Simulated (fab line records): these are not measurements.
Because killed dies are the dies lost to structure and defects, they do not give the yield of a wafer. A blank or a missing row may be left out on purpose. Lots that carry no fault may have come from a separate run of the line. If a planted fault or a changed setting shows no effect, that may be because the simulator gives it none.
8D (eight disciplines) problem report, filled in by code :: flow sky130 :: the parts of the form that need people (team, actions taken, sign-off) are left out

## 1. WHAT IS WRONG
NWELL_2_TW at SKY_NWELL_TW_MEAS_26 reads a mean of 30 on 1 wafer of 1 lot; wafers without a fault read 498 with a standard deviation of 4.5. So: -99 or more standard deviations from the usual mean.
First seen on wafer L122.4, day 7 10:20, on filmMetro-03. The record holds 39 wafers of 13 lots with a number at this step. Rule for "out", or "out of limits": more than 4 standard deviations from the usual mean. The rest of the wafers with a number are treated as sound.

## 2. WHAT IT IS, AND WHAT IT ISN'T
question: which readings at this step
is: NWELL_2_TW
is not: -

question: which lots
is: L122
is not: L115, L116, L117, L118, L121, L128, L132, L133, L134, L135, L136, L137

question: which wafers of those lots
is: L122.4
is not: L122.5, L122.6

question: read on which gauges
is: filmMetro-03
is not: filmMetro-02, filmMetro-04

question: when
is: from day 7 10:20
is not: up to then (17 sound wafers); but 21 sound wafers of L128, L132, L133, L134, L135, L136, L137 came after

## 3. SUSPECTS, AND WHAT RULES EACH OUT
Counting: a tool at a process step up to the reading stays a suspect if it ran every lot that is out. Sound lots after the first of them don't rule it out here, since some wafers of a struck lot are sound.
- the gauge at SKY_NWELL_TW_MEAS_26: kept. All the wafers that are out were read on filmMetro-03, and no step on other tools shows them out.
- lithoTrack-02 at SKY_NWELL_DEVELOP_22 (develop time 60 s): kept. It ran the lot that is out, L122 (day 7 09:00); its last sound lot up to then is L118 (day 6 06:00).
After counting, lithoTrack-02 at SKY_NWELL_DEVELOP_22 and filmMetro-03 at SKY_NWELL_TW_MEAS_26 remain.

## 4. THE CAUSE (what the simulator had put in)
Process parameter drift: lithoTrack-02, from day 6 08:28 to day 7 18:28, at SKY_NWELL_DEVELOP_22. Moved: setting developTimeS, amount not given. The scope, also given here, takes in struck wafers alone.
2 suspects survive the count, and this tool is in that group.

## 5. THE CHAIN OF EFFECTS, in route order
Rows list readings where the struck wafers' mean (over those with a number) sits beyond 3 standard deviations from the usual. Scope: only readings with a usual standard deviation given in the record; hours: median across lots of the time from each lot's start at the first step in this table that gives one to its start at this step; sigmas: change in usual standard deviations.
hours: 0
step: SKY_NWELL_TW_MEAS_26
reading: NWELL_2_TW
usual: 498
on struck wafers: 30
change: -468
sigmas: -99 or more
Readings that are blank on the struck wafers while sound wafers have them: NWELL_01_OVL at SKY_NWELL_OVL_MEAS_23.
Later steps that measure or inspect, where all struck wafers having a row at the step show a number for every such reading and not one has moved that far: SKY_VT_ADJUST_NCORE_CD_MEAS_07, SKY_VT_ADJUST_NCORE_TW_MEAS_11.

## 6. WHAT WOULD HAVE CAUGHT IT SOONER
26 hours passed between the start of the fault at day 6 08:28 and the first reading out of limits at a measuring or inspecting step in this record, taken at day 7 10:20.
Between SKY_NWELL_DEVELOP_22 and SKY_NWELL_TW_MEAS_26, SKY_NWELL_OVL_MEAS_23 gave no NWELL_01_OVL on the struck wafers, where sound wafers have one: a measuring or inspecting step that comes back empty is itself a sign.
Tool readings at SKY_NWELL_DEVELOP_22 with a usual standard deviation given in the record: none out on any struck wafer, hence no alarm at a limit of 4 standard deviations on them.
The start of SKY_NWELL_DEVELOP_22 on lithoTrack-02 came by day 7 10:20 for every one of the lots that are out (1). Holding the tool at that point would not have protected any of them.
